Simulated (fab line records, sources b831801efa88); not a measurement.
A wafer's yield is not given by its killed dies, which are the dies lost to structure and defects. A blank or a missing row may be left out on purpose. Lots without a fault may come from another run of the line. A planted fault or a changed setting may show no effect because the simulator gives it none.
The tool behind it: which one? / flow gf180mcu / 12 lots, 36 wafers sampled, at 3 steps of a route of 602

== WHAT THE GAUGES READ, wafer by wafer ==
GF_TOP_METAL_RS_MEAS_05: measures by four-point-probe.
lot=L995; measured=day 27 08:22; on=film_metro-02; TOP_METAL_ALCU_RS (ohm/sq)=0.0330 0.0331 0.0328
lot=L996; measured=day 27 16:04; on=film_metro-04; TOP_METAL_ALCU_RS (ohm/sq)=0.0336 0.0332 0.0332
lot=L101; measured=day 29 10:02; on=film_metro-03; TOP_METAL_ALCU_RS (ohm/sq)=0.0326 0.0322 0.0324
lot=L102; measured=day 29 12:27; on=film_metro-03; TOP_METAL_ALCU_RS (ohm/sq)=0.0326 0.0330 0.0329
lot=L106; measured=day 30 19:08; on=film_metro-04; TOP_METAL_ALCU_RS (ohm/sq)=0.0327 0.0332 0.0327
lot=L108; measured=day 31 06:14; on=film_metro-02; TOP_METAL_ALCU_RS (ohm/sq)=0.0329 0.0325 0.0325
lot=L109; measured=day 31 14:16; on=film_metro-03; TOP_METAL_ALCU_RS (ohm/sq)=0.0330 0.0328 0.0328
lot=L112; measured=day 32 10:18; on=film_metro-03; TOP_METAL_ALCU_RS (ohm/sq)=0.0329 0.0325 0.0328
lot=L113; measured=day 32 13:45; on=film_metro-04; TOP_METAL_ALCU_RS (ohm/sq)=0.0327 0.0330 0.0327
lot=L114; measured=day 32 19:39; on=film_metro-03; TOP_METAL_ALCU_RS (ohm/sq)=0.0330 0.0329 0.0328
lot=L115; measured=day 33 00:45; on=film_metro-02; TOP_METAL_ALCU_RS (ohm/sq)=0.0329 0.0329 0.0324
lot=L118; measured=day 33 20:24; on=film_metro-02; TOP_METAL_ALCU_RS (ohm/sq)=0.0334 0.0335 0.0332

== WHAT TOOL EACH LOT RAN ON (gives the tool, then ch and the chambers of the sampled wafers, and finally the start) ==
lot=L995; GF_MIM_SPUTTER_08=pvd_sputter-04, day 24 13:00; GF_V5_ETCH_17=rie_diel-03 ch 2,3, day 27 08:22 or earlier
lot=L996; GF_MIM_SPUTTER_08=pvd_sputter-03, day 24 21:24; GF_V5_ETCH_17=rie_diel-03 ch 0,2,3, day 27 16:04 or earlier
lot=L101; GF_MIM_SPUTTER_08=pvd_sputter-04, day 26 19:25; GF_V5_ETCH_17=rie_diel-03 ch 2,3, day 29 10:02 or earlier
lot=L102; GF_MIM_SPUTTER_08=pvd_sputter-03, day 26 21:51; GF_V5_ETCH_17=rie_diel-03 ch 1,2,3, day 29 12:27 or earlier
lot=L106; GF_MIM_SPUTTER_08=pvd_sputter-03, day 28 06:22; GF_V5_ETCH_17=rie_diel-02 ch 0,2,3, day 30 19:08 or earlier
lot=L108; GF_MIM_SPUTTER_08=pvd_sputter-02, day 28 19:16; GF_V5_ETCH_17=rie_diel-01 ch 1,3, day 31 06:14 or earlier
lot=L109; GF_MIM_SPUTTER_08=pvd_sputter-02, day 29 03:18; GF_V5_ETCH_17=rie_diel-03 ch 0,1,3, day 31 14:16 or earlier
lot=L112; GF_MIM_SPUTTER_08=pvd_sputter-04, day 30 01:11; GF_V5_ETCH_17=rie_diel-03 ch 0,1,3, day 32 10:18 or earlier
lot=L113; GF_MIM_SPUTTER_08=pvd_sputter-04, day 30 05:14; GF_V5_ETCH_17=rie_diel-02 ch 1,2, day 32 13:45 or earlier
lot=L114; GF_MIM_SPUTTER_08=pvd_sputter-03, day 30 12:10; GF_V5_ETCH_17=rie_diel-01 ch 0,2,3, day 32 19:39 or earlier
lot=L115; GF_MIM_SPUTTER_08=pvd_sputter-04, day 30 17:54; GF_V5_ETCH_17=rie_diel-02 ch 0,1, day 33 00:45 or earlier
lot=L118; GF_MIM_SPUTTER_08=pvd_sputter-04, day 31 15:44; GF_V5_ETCH_17=rie_diel-03 ch 1,2, day 33 20:24 or earlier
- GF_MIM_SPUTTER_08: material AlCu, target thk 200 nm, time 10.6 s.
- GF_V5_ETCH_17: etches SiO2 in C4F8/O2/Ar, stops on TiN, target depth 855 nm.

== AS READ BY THE TOOLS THEMSELVES (means over the sampled wafers that have a number; for cases with no such wafer, the mark the record gives instead) ==
GF_MIM_SPUTTER_08.
lot=L995; tool=pvd_sputter-04; chamber_pressure_pa (Pa)=0.4018; throttle_valve_pct (%)=28.8
lot=L996; tool=pvd_sputter-03; chamber_pressure_pa (Pa)=0.3997; throttle_valve_pct (%)=30.5
lot=L101; tool=pvd_sputter-04; chamber_pressure_pa (Pa)=0.4006; throttle_valve_pct (%)=30.8
lot=L102; tool=pvd_sputter-03; chamber_pressure_pa (Pa)=0.3993; throttle_valve_pct (%)=30.4
lot=L106; tool=pvd_sputter-03; chamber_pressure_pa (Pa)=0.4002; throttle_valve_pct (%)=30.2
lot=L108; tool=pvd_sputter-02; chamber_pressure_pa (Pa)=0.4003; throttle_valve_pct (%)=29.3
lot=L109; tool=pvd_sputter-02; chamber_pressure_pa (Pa)=0.3999; throttle_valve_pct (%)=29.4
lot=L112; tool=pvd_sputter-04; chamber_pressure_pa (Pa)=0.4001; throttle_valve_pct (%)=29.1
lot=L113; tool=pvd_sputter-04; chamber_pressure_pa (Pa)=0.4003; throttle_valve_pct (%)=29.0
lot=L114; tool=pvd_sputter-03; chamber_pressure_pa (Pa)=0.4009; throttle_valve_pct (%)=30.4
lot=L115; tool=pvd_sputter-04; chamber_pressure_pa (Pa)=0.4003; throttle_valve_pct (%)=30.7
lot=L118; tool=pvd_sputter-04; chamber_pressure_pa (Pa)=0.4001; throttle_valve_pct (%)=29.9

GF_V5_ETCH_17.
lot=L995; tool=rie_diel-03; oes_product_au (a.u.)=0.861
lot=L996; tool=rie_diel-03; oes_product_au (a.u.)=0.862
lot=L101; tool=rie_diel-03; oes_product_au (a.u.)=0.860
lot=L102; tool=rie_diel-03; oes_product_au (a.u.)=0.856
lot=L106; tool=rie_diel-02; oes_product_au (a.u.)=0.856
lot=L108; tool=rie_diel-01; oes_product_au (a.u.)=0.861
lot=L109; tool=rie_diel-03; oes_product_au (a.u.)=0.860
lot=L112; tool=rie_diel-03; oes_product_au (a.u.)=0.863
lot=L113; tool=rie_diel-02; oes_product_au (a.u.)=0.860
lot=L114; tool=rie_diel-01; oes_product_au (a.u.)=0.860
lot=L115; tool=rie_diel-02; oes_product_au (a.u.)=0.858
lot=L118; tool=rie_diel-03; oes_product_au (a.u.)=0.864

== THE ANSWER, worked out from the rows above alone ==
Rule: the usual values come from the lots themselves. The widest of any qualifying gaps counts: lots, ordered by their means at a reading, are off when they make up no more than a third of the lots, leave a main group of 4 or more, and stand apart from it by 3 or more times the standard deviation of that group's means. A main group whose means are all the same, to the digits that the tables above print for the reading, isn't used. A lot without any number at a reading at which 4 lots or more have one is off too. Where the step has rows for the other lots, those lots are counted as sound. First the gauges in route order, then the tools' own readings, where a lot's mean is used as printed above. The first step at which some lot is off is used, and at that step the reading that is off furthest; a lot without a number counts as furthest.
No lot is off on any of the readings shown, so nothing can be concluded from this.

== WHAT THE SIMULATOR HAD PUT IN ==
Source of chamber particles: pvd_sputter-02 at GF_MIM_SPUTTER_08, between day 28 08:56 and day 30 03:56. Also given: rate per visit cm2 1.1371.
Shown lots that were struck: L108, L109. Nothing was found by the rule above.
